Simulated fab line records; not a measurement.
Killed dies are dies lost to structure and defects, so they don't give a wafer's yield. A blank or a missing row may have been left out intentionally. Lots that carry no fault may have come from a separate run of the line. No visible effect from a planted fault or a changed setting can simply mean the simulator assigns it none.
8D (eight disciplines) problem report, filled in by code -- flow sky130 -- the parts of the form that need people (team, actions taken, sign-off) are left out

== 1. WHAT IS WRONG ==
Across 6 wafers from 2 lots, SD_N_TW at SKY_SD_N_TW_MEAS_12 averages 3398, while fault-free wafers read 4035 with a standard deviation of 22. That is -29 standard deviations from the usual mean.
First observed at day 28 20:59: wafer L565.1, on film_metro-04. The record holds 30 wafers of 10 lots with a number at this step. The rule behind "out" and "out of limits": a value lying over 4 standard deviations away from the usual mean. The other wafers with a number count as sound.

== 2. WHAT THIS IS AND IS NOT ==
question,is,is not
which readings at this step,SD_N_TW,-
which lots,"L563, L565","L564, L577, L578, L579, L580, L581, L582, L583"
which wafers of those lots,all that have a number,-
read on which gauges,film_metro-04,"film_metro-01, film_metro-03"
when,from day 28 20:59,"up to then (3 sound wafers); but 21 sound wafers of L577, L578, L579, L580, L581, L582, L583 came after"

== 3. SUSPECTS, AND WHAT RULES EACH OUT ==
Counting: a tool at a process step up to the reading stays a suspect if it ran every lot that is out and no sound lot after the first of them.
- the gauge at SKY_SD_N_TW_MEAS_12 has been ruled out. All the wafers that are out were read on film_metro-04, but those of them that SKY_SD_N_IMPLANT_09 has rows for are out there too, on other tools.
- plasma_asher-04 at SKY_SD_P_STRIP_10 (strips in O2/N2): ruled out as a lasting fault. The sound lots L577, L580, L581, L583 went through it after L565, its earliest lot that is out (day 26 11:59).
- implanter-03 at SKY_SD_N_IMPLANT_09: ruled out as a lasting fault. The sound lots L578 went through it after L565, its earliest lot that is out (day 28 20:35).
Left after counting: nothing in the record.

== 4. THE CAUSE (what the simulator had put in) ==
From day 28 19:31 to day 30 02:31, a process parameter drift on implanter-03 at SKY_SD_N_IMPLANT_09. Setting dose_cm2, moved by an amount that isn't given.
The count ruled it out by mistake, since the rule takes a fault to strike every lot its tool runs from the start of the fault on, and this one did not do so.

== 5. THE EFFECT CHAIN, in route order ==
Each row: a reading where the mean over the struck wafers with a number is more than 3 standard deviations away from the usual. Scope: only readings with a usual standard deviation given in the record; hours: median across lots of the time from each lot's start at the first step in this table that gives one to its start at this step; sigmas: change in usual standard deviations.
hours,step,reading,usual,on struck wafers,change,sigmas
0,SKY_SD_N_IMPLANT_09,beam_on_s,19.1 s,10.1,-9.0,-6.9
0,SKY_SD_N_IMPLANT_09,dose_ions_cm2,3.998e+15,4.625e+14,-3.536e+15,-99 or more
0,SKY_SD_N_IMPLANT_09,end_station_pressure_torr,1.27e-05 Torr,7.02e-06,-5.68e-06,-5.7
0,SKY_SD_N_IMPLANT_09,faraday_current_uA,11536,2581,-8955,-11
0,SKY_SD_N_STRIP_11,oes_product_au,0.527 a.u.,0.647,+0.120,+27
0,SKY_SD_N_STRIP_11,strip_time_to_endpoint_s,22.54 s,15.94,-6.60,-99 or more
0,SKY_SD_N_TW_MEAS_12,SD_N_TW,4035,3398,-637,-29
1,SKY_SD_N_RS_MEAS_16,SD_N_RS,68.59 ohm/sq,167.92,+99.33,+99 or more
The process steps in it:
- SKY_SD_N_IMPLANT_09
- SKY_SD_N_STRIP_11: strips in O2/N2.
Later steps that measure or inspect, where all struck wafers having a row at the step show a number for every such reading and not one has moved that far: SKY_LI_CONTACT_THK_MEAS_01.

== 6. WHAT WOULD HAVE CAUGHT IT SOONER ==
In this record the first reading out of limits at a measuring or inspecting step was taken at day 28 20:59, 1 hour after the fault began at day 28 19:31.
At SKY_SD_N_IMPLANT_09, the tool's own readings (beam_on_s, dose_ions_cm2, end_station_pressure_torr, faraday_current_uA) were out on each struck wafer the step has a row for, so an alarm limit on them would have fired on the first such wafer.
